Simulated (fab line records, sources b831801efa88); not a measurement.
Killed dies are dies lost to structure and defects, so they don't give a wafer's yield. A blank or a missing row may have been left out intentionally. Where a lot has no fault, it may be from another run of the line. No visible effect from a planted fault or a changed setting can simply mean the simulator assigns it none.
The tool behind it: which one? ; flow gf180mcu ; 14 lots with 42 wafers sampled at 3 steps, on a route of 602 steps

## WHAT THE GAUGES SHOWED, per wafer
GF_M2_RS_MEAS_05: a four-point-probe measurement. Usual: M2_ALCU_RS 0.0674 ohm/sq, standard deviation 0.00066.
lot;measured;on;M2_ALCU_RS (ohm/sq);flag
L208;day 18 15:25;film_metro-01;0.0672 0.0669 0.0664;
L209;day 19 01:14;film_metro-03;0.0675 0.0679 0.0678;
L210;day 19 04:10;film_metro-01;0.0678 0.0687 0.0679;
L213;day 20 13:22;film_metro-01;0.0674 0.0666 0.0672;
L219;day 22 23:53;film_metro-03;0.0676 0.0679 0.0682;
L220;day 23 11:05;film_metro-01;0.0676 0.0679 0.0677;
L221;day 23 13:41;film_metro-04;0.0668 0.0673 0.0674;
L222;day 23 19:44;film_metro-03;0.0667 0.0665 0.0667;
L225;day 24 21:31;film_metro-03;0.0670 0.0679 0.0670;
L226;day 25 04:04;film_metro-01;0.0678 0.0673 0.0674;
L227;day 25 07:20;film_metro-01;0.0686 0.0676 0.0676;
L228;day 25 18:04;film_metro-03;0.0678 0.0668 0.0672;
L229;day 26 01:50;film_metro-04;0.0676 0.0680 0.0677;
L230;day 26 08:13;film_metro-03;0.0680 0.0682 0.0678;

## WHICH TOOL RAN EACH LOT (tool, then ch and the chambers of the sampled wafers, then the start)
lot;GF_HV_LDD_IMPLANT_21;GF_M1_SPUTTER_00
L208;implanter-03 ch 0, day 11 02:58;pvd_sputter-01, day 16 13:49
L209;implanter-01 ch 0, day 11 10:30;pvd_sputter-02, day 16 22:25
L210;implanter-04 ch 0, day 11 14:47;pvd_sputter-04, day 17 02:05
L213;implanter-03 ch 0, day 12 16:06;pvd_sputter-02, day 18 09:24
L219;implanter-03 ch 0, day 14 18:37;pvd_sputter-04, day 20 21:26
L220;implanter-03 ch 0, day 15 01:53;pvd_sputter-02, day 21 09:02
L221;implanter-03 ch 0, day 15 10:10;pvd_sputter-01, day 21 12:20
L222;implanter-03 ch 0, day 15 14:49;pvd_sputter-04, day 21 17:57
L225;implanter-01 ch 0, day 16 14:14;pvd_sputter-01, day 22 21:08
L226;implanter-04 ch 0, day 16 20:12;pvd_sputter-04, day 23 03:46
L227;implanter-01 ch 0, day 17 02:43;pvd_sputter-04, day 23 07:50
L228;implanter-04 ch 0, day 17 11:58;pvd_sputter-02, day 23 19:14
L229;implanter-04 ch 0, day 17 21:04;pvd_sputter-04, day 24 03:25
L230;implanter-04 ch 0, day 18 03:15;pvd_sputter-01, day 24 09:59
- GF_HV_LDD_IMPLANT_21
- GF_M1_SPUTTER_00: material Ti, target thk 37.5 nm, time 150 s.

## AS READ BY THE TOOLS THEMSELVES (means over the sampled wafers that have a number; for cases with no such wafer, the mark the record gives instead)
GF_HV_LDD_IMPLANT_21. Usual: beam_on_s 10.02 s, standard deviation 0.2; end_station_pressure_torr 5.2e-06 Torr, standard deviation 2.8e-07; faraday_current_uA 281, standard deviation 5.6.
lot;tool;beam_on_s (s);end_station_pressure_torr (Torr);faraday_current_uA;flag
L208;implanter-03;10.03;5.2e-06;281;
L209;implanter-01;10.11;5.0e-06;279;
L210;implanter-04;10.33;4.9e-06;272;
L213;implanter-03;10.09;5.4e-06;279;
L219;implanter-03;9.94;5.5e-06;283;
L220;implanter-03;10.02;5.1e-06;281;
L221;implanter-03;11.42;5.9e-05;250;OFF
L222;implanter-03;11.32;5.7e-05;251;OFF
L225;implanter-01;9.99;5.3e-06;281;
L226;implanter-04;9.99;5.1e-06;283;
L227;implanter-01;10.00;5.2e-06;282;
L228;implanter-04;9.88;5.3e-06;285;
L229;implanter-04;9.93;5.2e-06;284;
L230;implanter-04;10.01;4.9e-06;282;

GF_M1_SPUTTER_00. Usual: 29.9 % for throttle_valve_pct, sd 1.
lot;tool;throttle_valve_pct (%);flag
L208;pvd_sputter-01;29.9;
L209;pvd_sputter-02;29.9;
L210;pvd_sputter-04;29.3;
L213;pvd_sputter-02;30.4;
L219;pvd_sputter-04;28.6;
L220;pvd_sputter-02;31.1;
L221;pvd_sputter-01;30.1;
L222;pvd_sputter-04;28.8;
L225;pvd_sputter-01;30.5;
L226;pvd_sputter-04;29.1;
L227;pvd_sputter-04;29.4;
L228;pvd_sputter-02;30.0;
L229;pvd_sputter-04;28.8;
L230;pvd_sputter-01;30.6;

## THE ANSWER, worked out from the rows above alone
Rule: take the mean of a lot's wafers that have a number; if it is more than 3 standard deviations from the usual mean, the lot is off. A lot without any number at a reading at which 4 lots or more have one is off too. Where the step has rows for the other lots, those lots are counted as sound. The gauges are gone through in route order, then the tools' own readings, and for those a lot's mean is taken as printed above. The first step at which some lot is off is used, and at that step the reading that is off furthest; a lot without a number counts as furthest.
Off: L221, L222 (GF_HV_LDD_IMPLANT_21, end_station_pressure_torr).
If a tool, at that step or one of the process steps before it, ran each lot that is off and ran no sound lot following the first of them, it fits. One fits: GF_HV_LDD_IMPLANT_21 on implanter-03. Its last sound lot is L220 (day 15 01:53), its first lot that is off L221 (day 15 10:10): a fault that began between those two fits.
The tool's own readings at GF_HV_LDD_IMPLANT_21 bear it out: on the lots that are off they differ by more than 5 times the standard deviation of the sound lots' means. beam_on_s reads 11.37 s there against 10.03 s on the sound lots; end_station_pressure_torr reads 5.8e-05 Torr there against 5.2e-06 Torr on the sound lots; faraday_current_uA reads 250 there against 281 on the sound lots.

## WHAT THE SIMULATOR PUT IN
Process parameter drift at GF_HV_LDD_IMPLANT_21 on implanter-03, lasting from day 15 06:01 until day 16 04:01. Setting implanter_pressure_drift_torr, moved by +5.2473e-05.
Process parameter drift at GF_HV_LDD_IMPLANT_21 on implanter-03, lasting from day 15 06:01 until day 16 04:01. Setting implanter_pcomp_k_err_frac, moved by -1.
Lots struck among those shown: L221, L222. The rule given above showed the same thing.
